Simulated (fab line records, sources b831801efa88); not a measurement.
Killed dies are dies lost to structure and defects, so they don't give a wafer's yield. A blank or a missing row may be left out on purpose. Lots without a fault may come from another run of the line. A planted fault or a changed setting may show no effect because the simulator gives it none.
fab line records | flow sky130 | part 1 of 2: steps 1 to 31 of 43
record lots=5 wafers=15 last_day=49
route steps=708 shown VT_ADJUST_HVTR@140 VT_ADJUST_PCH@143 SONOS_TUNNEL@154 SONOS_ONO@168
lots that met no fault: from a run of the same line without faults
start_h: hours from the record's first day to the start of the lot's first wafer shown | wait_h: hours since the lot's step before | " the same as in the row above | L1.1+2: a row that stands for several wafers | - no value, or no start given | * or withheld: withheld | < > ~ a bound
route shown NAME@n: a module of which the file shows steps, and the number in the route of the first | usual: mean/standard deviation of fault-free wafers | same: alike in all rows | chamber/n: place in a boat | sites: the reading at each site | _std_site: their standard deviation | _edge_site: outer sites' mean less inner sites' | radius_mm: how far each site lies from the wafer's centre | mask NAME#n: copy n | behind: the tool/chamber that last shaped the wafer | hold: why the lot was held/for how many hours/how that ended | device: the transistor (n, p or np) that didn't switch | end of line: the same wafers' tests at the end of the route | a step without rows: its recipe alone | killed: dies lost to structure and defects at the first sort, not the wafer's yield | map: a wafer's dies, x killed, . not, _ none there
set.NAME: the setting as run; set.NAME@STEP: as run at that earlier step | model.NAME: the simulator's own value behind a step, which no gauge read
lots at some steps of the route; a table a step, a row a wafer
services: from which hour (start_h, from the record's first day; less than 0 if before it) a tool's chamber was out of use, for how many hours, and why
## steps
# step SKY_VT_ADJUST_HVTR_IMPLANT_09
# recipe species=B energy_kev=10 dose_cm2=2.1e+12 tilt_deg=withheld
# columns lot.wafer tool chamber start_h wait_h
L075.1+3+5 implanter-02 0 211.93 0.0
L078.2+3+5 implanter-04 0 232.37 0.0
L082.3+5+6 implanter-04 0 261.53 0.1
L087.1+3+5 implanter-01 0 295.20 0.0
L090.1+5+6 implanter-04 0 324.54 0.0
# step SKY_VT_ADJUST_HVTR_STRIP_10
# recipe chemistry=O2/N2 power_w=1400 pressure_mtorr=1500 platen_temp_c=withheld o2_flow_sccm=3000 n2_flow_sccm=300 overash_fraction=0.5
# usual chamber_pressure_mTorr=1500.1/1.4 drypump_motor_current_A=5.63/0.27 oes_product_au=0.716/0.0047 strip_time_to_endpoint_s=14.21/0.039
# columns lot.wafer tool chamber start_h wait_h chamber_pressure_mTorr drypump_motor_current_A oes_product_au rf_hours_counter_h strip_time_to_endpoint_s
L075.1 plasma_asher-03 0 212.08 0.1 1501.5 5.57 0.721 10 14.22
L075.3 " 1 " " 1499.5 5.60 0.719 - 14.19
L075.5 " 0 " " 1501.2 5.55 0.719 - 14.21
L078.2 plasma_asher-01 1 232.50 0.1 1502.2 5.89 0.725 55 14.21
L078.3 " 1 " " 1501.0 5.87 0.709 - 14.20
L078.5 " 0 " " 1497.4 5.01 0.712 - 14.21
L082.3 plasma_asher-03 1 261.66 0.1 1503.1 5.61 0.716 - 14.19
L082.5 " 0 " " 1498.3 5.48 0.717 - 14.18
L082.6 " 1 " " 1498.1 5.60 0.714 - 14.17
L087.1 plasma_asher-03 0 295.35 0.1 1500.4 5.53 0.713 18 14.16
L087.3 " 0 " " 1500.5 5.54 0.726 - 14.18
L087.5 " 1 " " 1500.1 5.59 0.709 - 14.17
L090.1 plasma_asher-01 1 324.69 0.1 1499.6 5.89 0.725 64 14.25
L090.5 " 0 " " 1500.6 5.03 0.717 - 14.24
L090.6 " 1 " " 1499.9 5.87 0.716 - 14.29
# step SKY_VT_ADJUST_HVTR_TW_MEAS_11
# usual VT_ADJUST_HVTR_TW=211.1/3
# columns lot.wafer tool chamber start_h wait_h VT_ADJUST_HVTR_TW
L075.1 film_metro-02 - 212.18 0.1 213.4
L075.3 " - " " 213.4
L075.5 " - " " 213.2
L078.2 film_metro-04 - 232.61 0.1 213.5
L078.3 " - " " 212.0
L078.5 " - " " 212.7
L082.3 film_metro-02 - 261.75 0.1 215.8
L082.5 " - " " 214.7
L082.6 " - " " 215.4
L087.1 film_metro-04 - 295.45 0.1 211.8
L087.3 " - " " 212.6
L087.5 " - " " 211.3
L090.1 film_metro-01 - 324.79 0.1 209.5
L090.5 " - " " 209.1
L090.6 " - " " 208.2
# step SKY_VT_ADJUST_PCH_DEHYDRATE_00
# recipe temp_c=200 time_s=60
# usual plate_temp_C=200.00/0.16
# columns lot.wafer tool chamber start_h wait_h plate_temp_C
L075.1 litho_track-03 0 223.18 11.0 199.93
L075.3 " 0 " " 199.74
L075.5 " 0 " " 200.03
L078.2 litho_track-04 0 243.66 11.0 199.86
L078.3 " 0 " " 200.07
L078.5 " 0 " " 199.86
L082.3 litho_track-04 0 273.29 11.5 199.90
L082.5 " 0 " " 199.96
L082.6 " 0 " " 199.96
L087.1 litho_track-04 0 307.54 12.1 200.27
L087.3 " 0 " " 200.41
L087.5 " 0 " " 200.22
L090.1 litho_track-03 0 337.28 12.5 199.86
L090.5 " 0 " " 199.99
L090.6 " 0 " " 199.79
# step SKY_VT_ADJUST_PCH_HMDS_01
# recipe prime_time_s=60 prime_temp_c=120
# columns lot.wafer tool chamber start_h wait_h
L075.1+3+5 litho_track-03 0 223.33 0.1
L078.2+3+5 litho_track-04 0 243.81 0.1
L082.3+5+6 litho_track-04 0 273.44 0.1
L087.1+3+5 litho_track-04 0 307.69 0.1
L090.1+5+6 litho_track-03 0 337.43 0.1
# step SKY_VT_ADJUST_PCH_COAT_02
# recipe spin_rpm=2000 resist_thk_nm=3000
# columns lot.wafer tool chamber start_h wait_h
L075.1+3+5 litho_track-03 0 223.48 0.1
L078.2+3+5 litho_track-04 0 243.96 0.1
L082.3+5+6 litho_track-04 0 273.59 0.1
L087.1+3+5 litho_track-04 0 307.84 0.1
L090.1+5+6 litho_track-03 0 337.58 0.1
# step SKY_VT_ADJUST_PCH_SOFTBAKE_03
# recipe temp_c=110 time_s=withheld
# usual plate_temp_C=110.01/0.13
# columns lot.wafer tool chamber start_h wait_h plate_temp_C
L075.1 litho_track-03 0 223.63 0.1 110.16
L075.3 " 0 " " 110.05
L075.5 " 0 " " 110.13
L078.2 litho_track-04 0 244.12 0.1 109.87
L078.3 " 0 " " 110.08
L078.5 " 0 " " 109.98
L082.3 litho_track-04 0 273.76 0.1 110.07
L082.5 " 0 " " 109.96
L082.6 " 0 " " 109.86
L087.1 litho_track-04 0 307.99 0.1 110.00
L087.3 " 0 " " 110.04
L087.5 " 0 " " 110.16
L090.1 litho_track-03 0 337.73 0.1 109.96
L090.5 " 0 " " 110.09
L090.6 " 0 " " 109.90
# step SKY_VT_ADJUST_PCH_EXPOSE_04
# recipe mask_id=NWM na=0.6 source_shape=conventional sigma_outer=0.6 polarization=unpolarized target_cd_nm=840 dose_mj=255
# usual reticle_temp_C=22.99/0.1
# columns lot.wafer tool chamber start_h wait_h mask reticle_temp_C
L075.1 iline_stepper-01 0 - - NWM#0 23.02
L075.3 " 0 " " NWM#0 23.01
L075.5 " 0 " " NWM#0 22.95
L078.2 iline_stepper-01 0 - - NWM#0 22.95
L078.3 " 0 " " NWM#0 22.92
L078.5 " 0 " " NWM#0 22.95
L082.3 iline_stepper-01 0 - - NWM#0 22.99
L082.5 " 0 " " NWM#0 23.15
L082.6 " 0 " " NWM#0 23.15
L087.1 iline_stepper-02 0 - - NWM#0 22.92
L087.3 " 0 " " NWM#0 23.00
L087.5 " 0 " " NWM#0 22.91
L090.1 iline_stepper-01 0 - - NWM#0 22.93
L090.5 " 0 " " NWM#0 22.69
L090.6 " 0 " " NWM#0 22.76
# step SKY_VT_ADJUST_PCH_PEB_05
# recipe temp_c=115 time_s=withheld
# usual plate_temp_C=114.99/0.11
# columns lot.wafer tool chamber start_h wait_h plate_temp_C
L075.1 litho_track-03 0 - - 114.88
L075.3 " 0 " " 115.00
L075.5 " 0 " " 114.96
L078.2 litho_track-01 0 - - 114.93
L078.3 " 0 " " 115.21
L078.5 " 0 " " 115.09
L082.3 litho_track-03 0 - - 114.82
L082.5 " 0 " " 114.97
L082.6 " 0 " " 114.92
L087.1 litho_track-04 0 - - 114.99
L087.3 " 0 " " 115.01
L087.5 " 0 " " 114.88
L090.1 litho_track-01 0 - - 115.12
L090.5 " 0 " " 114.95
L090.6 " 0 " " 115.09
# step SKY_VT_ADJUST_PCH_DEVELOP_06
# recipe wall_angle_deg=90 developer=TMAH develop_time_s=60 dev_temp_c=23
# columns lot.wafer tool chamber start_h wait_h
L075.1+3+5 litho_track-03 0 - -
L078.2+3+5 litho_track-01 0 - -
L082.3+5+6 litho_track-03 0 - -
L087.1+3+5 litho_track-04 0 - -
L090.1+5+6 litho_track-01 0 - -
# step SKY_VT_ADJUST_PCH_OVL_MEAS_07
# usual VT_ADJUST_PCH_OVL=0.6/1.2
# columns lot.wafer tool chamber start_h wait_h VT_ADJUST_PCH_OVL[nm]
L075.1 overlay-01 - 233.73 - 1.0
L075.3 " - " " 2.0
L075.5 " - " " -0.7
L078.2 overlay-02 - 255.90 - 1.2
L078.3 " - " " -0.8
L078.5 " - " " 1.6
L082.3 overlay-02 - 285.69 - -0.3
L082.5 " - " " -2.4
L082.6 " - " " -0.7
L087.1 overlay-01 - 320.49 - 2.2
L087.3 " - " " 3.5
L087.5 " - " " 1.3
L090.1 overlay-02 - 351.84 - -1.1
L090.5 " - " " -0.6
L090.6 " - " " 0.1
# step SKY_VT_ADJUST_PCH_IMPLANT_08
# recipe species=B energy_kev=10 dose_cm2=5e+11 tilt_deg=withheld
# columns lot.wafer tool chamber start_h wait_h
L075.1+3+5 implanter-04 0 233.76 0.0
L078.2+3+5 implanter-01 0 255.95 0.0
L082.3+5+6 implanter-03 0 285.76 0.1
L087.1+3+5 implanter-01 0 320.52 0.0
L090.1+5+6 implanter-03 0 351.88 0.0
# step SKY_VT_ADJUST_PCH_STRIP_09
# recipe chemistry=O2/N2 power_w=1400 pressure_mtorr=1500 platen_temp_c=withheld o2_flow_sccm=3000 n2_flow_sccm=300 overash_fraction=0.5
# usual chamber_pressure_mTorr=1500.0/1.3 drypump_motor_current_A=5.8/0.43 oes_product_au=0.723/0.0046 strip_time_to_endpoint_s=36.96/0.088
# columns lot.wafer tool chamber start_h wait_h chamber_pressure_mTorr drypump_motor_current_A oes_product_au rf_hours_counter_h strip_time_to_endpoint_s
L075.1 plasma_asher-04 0 233.91 0.1 1498.4 6.2 0.723 40 37.02
L075.3 " 0 " " 1499.2 6.2 0.721 - 36.82
L075.5 " 1 " " 1499.9 6.1 0.724 - 37.06
L078.2 plasma_asher-01 0 256.08 0.1 1498.8 5.0 0.719 57 36.99
L078.3 " 0 " " 1499.1 5.1 0.719 - 36.87
L078.5 " 0 " " 1500.7 5.0 0.719 - 36.89
L082.3 plasma_asher-04 1 285.89 0.1 1498.9 6.1 0.720 - 36.98
L082.5 " 0 " " 1498.9 6.2 0.718 - 36.82
L082.6 " 1 " " 1502.2 6.1 0.715 - 37.02
L087.1 plasma_asher-02 1 320.67 0.1 1499.4 5.6 0.721 66 36.91
L087.3 " 1 " " 1499.7 5.7 0.726 - 36.89
L087.5 " 0 " " 1498.8 6.1 0.729 - 36.84
L090.1 plasma_asher-04 0 352.03 0.1 1498.5 6.2 0.722 51 36.80
L090.5 " 1 " " 1502.2 6.1 0.727 - 36.88
L090.6 " 0 " " 1500.7 6.2 0.716 - 36.87
# step SKY_VT_ADJUST_PCH_TW_MEAS_10
# usual VT_ADJUST_PCH_TW=143.7/0.96
# columns lot.wafer tool chamber start_h wait_h VT_ADJUST_PCH_TW
L075.1 film_metro-04 - 234.01 0.1 144.5
L075.3 " - " " 144.1
L075.5 " - " " 144.3
L078.2 film_metro-03 - 256.19 0.1 143.4
L078.3 " - " " 142.7
L078.5 " - " " 143.1
L082.3 film_metro-04 - 285.98 0.1 142.4
L082.5 " - " " 142.3
L082.6 " - " " 142.6
L087.1 film_metro-03 - 320.77 0.1 143.3
L087.3 " - " " 144.1
L087.5 " - " " 143.6
L090.1 film_metro-02 - 352.13 0.1 145.7
L090.5 " - " " 145.4
L090.6 " - " " 144.8
# step SKY_SONOS_TUNNEL_DEHYDRATE_00
# recipe temp_c=200 time_s=60
# usual plate_temp_C=199.98/0.15
# columns lot.wafer tool chamber start_h wait_h plate_temp_C
L075.1 litho_track-02 0 244.88 10.9 200.12
L075.3 " 0 " " 200.38
L075.5 " 0 " " 199.93
L078.2 litho_track-02 0 267.61 11.4 199.93
L078.3 " 0 " " 200.26
L078.5 " 0 " " 200.10
L082.3 litho_track-03 0 298.98 13.0 199.97
L082.5 " 0 " " 200.04
L082.6 " 0 " " 200.05
L087.1 litho_track-03 0 334.02 13.2 199.89
L087.3 " 0 " " 199.86
L087.5 " 0 " " 199.90
L090.1 litho_track-04 0 364.59 12.4 199.98
L090.5 " 0 " " 199.84
L090.6 " 0 " " 200.11
# step SKY_SONOS_TUNNEL_HMDS_01
# recipe prime_time_s=60 prime_temp_c=120
# columns lot.wafer tool chamber start_h wait_h
L075.1+3+5 litho_track-02 0 245.03 0.1
L078.2+3+5 litho_track-02 0 267.76 0.1
L082.3+5+6 litho_track-03 0 299.13 0.1
L087.1+3+5 litho_track-03 0 334.17 0.1
L090.1+5+6 litho_track-04 0 364.74 0.1
# step SKY_SONOS_TUNNEL_COAT_02
# recipe resist=NOVOLAK spin_rpm=3000 resist_thk_nm=1140
# columns lot.wafer tool chamber start_h wait_h
L075.1+3+5 litho_track-02 0 245.18 0.1
L078.2+3+5 litho_track-02 0 267.91 0.1
L082.3+5+6 litho_track-03 0 299.28 0.1
L087.1+3+5 litho_track-03 0 334.32 0.1
L090.1+5+6 litho_track-04 0 364.89 0.1
# step SKY_SONOS_TUNNEL_SOFTBAKE_03
# recipe temp_c=90 time_s=60 resist=NOVOLAK
# usual plate_temp_C=89.99/0.13
# columns lot.wafer tool chamber start_h wait_h plate_temp_C
L075.1 litho_track-02 0 245.33 0.1 89.97
L075.3 " 0 " " 89.90
L075.5 " 0 " " 89.88
L078.2 litho_track-02 0 268.06 0.1 90.16
L078.3 " 0 " " 90.16
L078.5 " 0 " " 90.24
L082.3 litho_track-03 0 299.43 0.1 89.97
L082.5 " 0 " " 89.83
L082.6 " 0 " " 89.99
L087.1 litho_track-03 0 334.47 0.1 89.93
L087.3 " 0 " " 89.99
L087.5 " 0 " " 90.00
L090.1 litho_track-04 0 365.04 0.1 90.05
L090.5 " 0 " " 90.04
L090.6 " 0 " " 90.02
# step SKY_SONOS_TUNNEL_EXPOSE_04
# recipe mask_id=TUNM na=0.6 source_shape=conventional sigma_outer=0.6 polarization=unpolarized target_cd_nm=410 dose_mj=136
# usual reticle_temp_C=23.00/0.1
# columns lot.wafer tool chamber start_h wait_h mask reticle_temp_C
L075.1 iline_stepper-01 0 - - TUNM#0 23.07
L075.3 " 0 " " TUNM#0 23.08
L075.5 " 0 " " TUNM#0 23.01
L078.2 iline_stepper-02 0 - - TUNM#0 22.90
L078.3 " 0 " " TUNM#0 23.03
L078.5 " 0 " " TUNM#0 22.94
L082.3 iline_stepper-01 0 - - TUNM#0 23.02
L082.5 " 0 " " TUNM#0 22.90
L082.6 " 0 " " TUNM#0 23.08
L087.1 iline_stepper-02 0 - - TUNM#0 22.95
L087.3 " 0 " " TUNM#0 22.87
L087.5 " 0 " " TUNM#0 23.15
L090.1 iline_stepper-01 0 - - TUNM#0 22.95
L090.5 " 0 " " TUNM#0 23.04
L090.6 " 0 " " TUNM#0 22.96
# step SKY_SONOS_TUNNEL_PEB_05
# recipe temp_c=withheld time_s=* resist=NOVOLAK
# columns lot.wafer tool chamber start_h wait_h
L075.1+3+5 litho_track-02 0 - -
L078.2+3+5 litho_track-02 0 - -
L082.3+5+6 litho_track-03 0 - -
L087.1+3+5 litho_track-04 0 - -
L090.1+5+6 litho_track-03 0 - -
# step SKY_SONOS_TUNNEL_DEVELOP_06
# recipe resist=NOVOLAK developer=TMAH develop_time_s=60 dev_temp_c=23
# columns lot.wafer tool chamber start_h wait_h
L075.1+3+5 litho_track-02 0 257.33 0.1
L078.2+3+5 litho_track-02 0 280.21 0.1
L082.3+5+6 litho_track-03 0 311.48 0.1
L087.1+3+5 litho_track-04 0 347.69 0.1
L090.1+5+6 litho_track-03 0 380.37 0.1
# step SKY_SONOS_TUNNEL_CD_MEAS_07
# recipe target_cd_nm=410
# usual cd_nm=410.0/1.8
# columns lot.wafer tool chamber start_h wait_h cd_nm
L075.1 cd_sem-01 - 257.48 0.1 408.0
L075.3 " - " " 409.7
L075.5 " - " " 410.1
L078.2 cd_sem-01 - 280.35 0.1 413.4
L078.3 " - " " 413.2
L078.5 " - " " 415.4
L082.3 cd_sem-01 - 311.62 0.1 409.9
L082.5 " - " " 408.3
L082.6 " - " " 409.4
L087.1 cd_sem-01 - 347.84 0.1 410.2
L087.3 " - " " 412.6
L087.5 " - " " 410.6
L090.1 cd_sem-01 - 380.52 0.1 407.8
L090.5 " - " " 410.4
L090.6 " - " " 408.8
# step SKY_SONOS_TUNNEL_OVL_MEAS_08
# usual SONOS_TUNNEL_OVL=0.6/1.4
# columns lot.wafer tool chamber start_h wait_h SONOS_TUNNEL_OVL[nm]
L075.1 overlay-01 - 257.60 0.1 0.5
L075.3 " - " " 1.7
L075.5 " - " " 0.6
L078.2 overlay-02 - 280.46 0.1 2.4
L078.3 " - " " 3.6
L078.5 " - " " 1.4
L082.3 overlay-02 - 311.71 0.1 2.1
L082.5 " - " " 1.2
L082.6 " - " " 1.6
L087.1 overlay-01 - 347.96 0.1 1.4
L087.3 " - " " 2.2
L087.5 " - " " 1.2
L090.1 overlay-01 - 380.64 0.1 -1.1
L090.5 " - " " -0.1
L090.6 " - " " 1.2
# step SKY_SONOS_TUNNEL_IMPLANT_09
# recipe species=B energy_kev=20 dose_cm2=1e+12 tilt_deg=withheld
# columns lot.wafer tool chamber start_h wait_h
L075.1+3+5 implanter-03 0 257.64 0.0
L078.2+3+5 implanter-03 0 280.51 0.0
L082.3+5+6 implanter-02 0 311.78 0.1
L087.1+3+5 implanter-03 0 347.99 0.0
L090.1+5+6 implanter-03 0 380.68 0.0
# step SKY_SONOS_TUNNEL_WET_ETCH_10
# recipe chemistry=dHF target_depth_nm=14 target=SiO2 dilution=100:1 temp_c=25 time_s=280
# columns lot.wafer tool chamber start_h wait_h
L075.1+3+5 wet_bench-02 1 257.79 0.1
L078.2+3+5 wet_bench-03 1 280.64 0.1
L082.3+5+6 wet_bench-03 0 311.88 0.1
L087.1+3+5 wet_bench-02 3 348.14 0.1
L090.1+5+6 wet_bench-02 1 380.83 0.1
# step SKY_SONOS_TUNNEL_STRIP_11
# recipe chemistry=SPM time_s=600 temp_c=130
# columns lot.wafer tool chamber start_h wait_h
L075.1+3+5 wet_bench-04 0 257.87 0.0
L078.2+3+5 wet_bench-02 0 280.72 0.0
L082.3+5+6 wet_bench-04 3 311.97 0.0
L087.1+3+5 wet_bench-04 3 348.23 0.0
L090.1+5+6 wet_bench-04 0 380.92 0.0
# step SKY_SONOS_TUNNEL_TW_MEAS_12
# usual SONOS_TUNNEL_TW=197.1/1.8
# columns lot.wafer tool chamber start_h wait_h SONOS_TUNNEL_TW
L075.1 film_metro-01 - 258.05 0.0 194.2
L075.3 " - " " 194.2
L075.5 " - " " 195.4
L078.2 film_metro-04 - 280.91 0.0 197.1
L078.3 " - " " 196.7
L078.5 " - " " 196.5
L082.3 film_metro-01 - 312.16 0.0 195.3
L082.5 " - " " 195.0
L082.6 " - " " 195.4
L087.1 film_metro-01 - 348.42 0.0 195.2
L087.3 " - " " 194.7
L087.5 " - " " 195.6
L090.1 film_metro-01 - 381.12 0.0 194.3
L090.5 " - " " 194.2
L090.6 " - " " 194.1
# step SKY_SONOS_TUNNEL_CLEAN_13
# recipe chemistry=dHF time_s=20 dilution=100:1 dry=ipa_marangoni
# columns lot.wafer tool chamber start_h wait_h
L075.1+3+5 wet_bench-03 1 258.11 0.1
L078.2+3+5 wet_bench-03 3 280.96 0.0
L082.3+5+6 wet_bench-03 3 312.20 0.0
L087.1+3+5 wet_bench-02 1 348.48 0.1
L090.1+5+6 wet_bench-02 1 381.18 0.1
# step SKY_SONOS_ONO_OXIDATION_00
# recipe temp_c=800 ambient=O2 idle_temp_c=700 ramp_up_c_per_min=10 ramp_down_c_per_min=3 stabilise_s=600 purge_s=300 target_thk_a=26 ox_time_s=1249
# usual tube_center_temp_C=800/0.072
# columns lot.wafer tool chamber start_h wait_h tube_center_temp_C
L075.1 furnace-02 0 259.08 1.0 800.04
L075.3 " 0 " " 800
L075.5 " 0 " " 800.05
L078.2 furnace-02 0 281.32 0.3 799.96
L078.3 " 0 " " 799.92
L078.5 " 0 " " 799.93
L082.3 furnace-01 0 313.30 1.1 799.92
L082.5 " 0 " " 800.08
L082.6 " 0 " " 800.14
L087.1 furnace-02 0 349.45 1.0 799.95
L087.3 " 0 " " 799.95
L087.5 " 0 " " 800.09
L090.1 furnace-01 0 381.63 0.4 799.98
L090.5 " 0 " " 800.04
L090.6 " 0 " " 800
# step SKY_SONOS_ONO_THK_MEAS_01
# recipe reads=SiO2_of_SONOS_ONO_OXIDATION_00
# usual SONOS_ONO_OXIDATION_THK=2.60/0.056
# columns lot.wafer tool chamber start_h wait_h SONOS_ONO_OXIDATION_THK[nm]
L075.1 film_metro-03 - 260.43 0.0 2.59
L075.3 " - " " 2.59
L075.5 " - " " 2.56
L078.2 film_metro-01 - 282.68 0.0 2.58
L078.3 " - " " 2.62
L078.5 " - " " 2.62
L082.3 film_metro-01 - 314.67 0.0 2.59
L082.5 " - " " 2.58
L082.6 " - " " 2.60
L087.1 film_metro-03 - 350.80 0.0 2.52
L087.3 " - " " 2.56
L087.5 " - " " 2.53
L090.1 film_metro-02 - 382.98 0.0 2.59
L090.5 " - " " 2.65
L090.6 " - " " 2.61
# step SKY_SONOS_ONO_CVD_02
# recipe material=Si3N4 precursor=DCS/NH3 target_thk_nm=10.5 temp_c=770 time_s=180 pressure_mtorr=250
# columns lot.wafer tool chamber start_h wait_h
L075.1+3+5 lpcvd-02 0 260.49 0.1
L078.2+3+5 lpcvd-02 1 283.48 0.8
L082.3+5+6 lpcvd-02 0 315.97 1.3
L087.1+3+5 lpcvd-02 0 351.90 1.1
L090.1+5+6 lpcvd-02 0 384.14 1.2
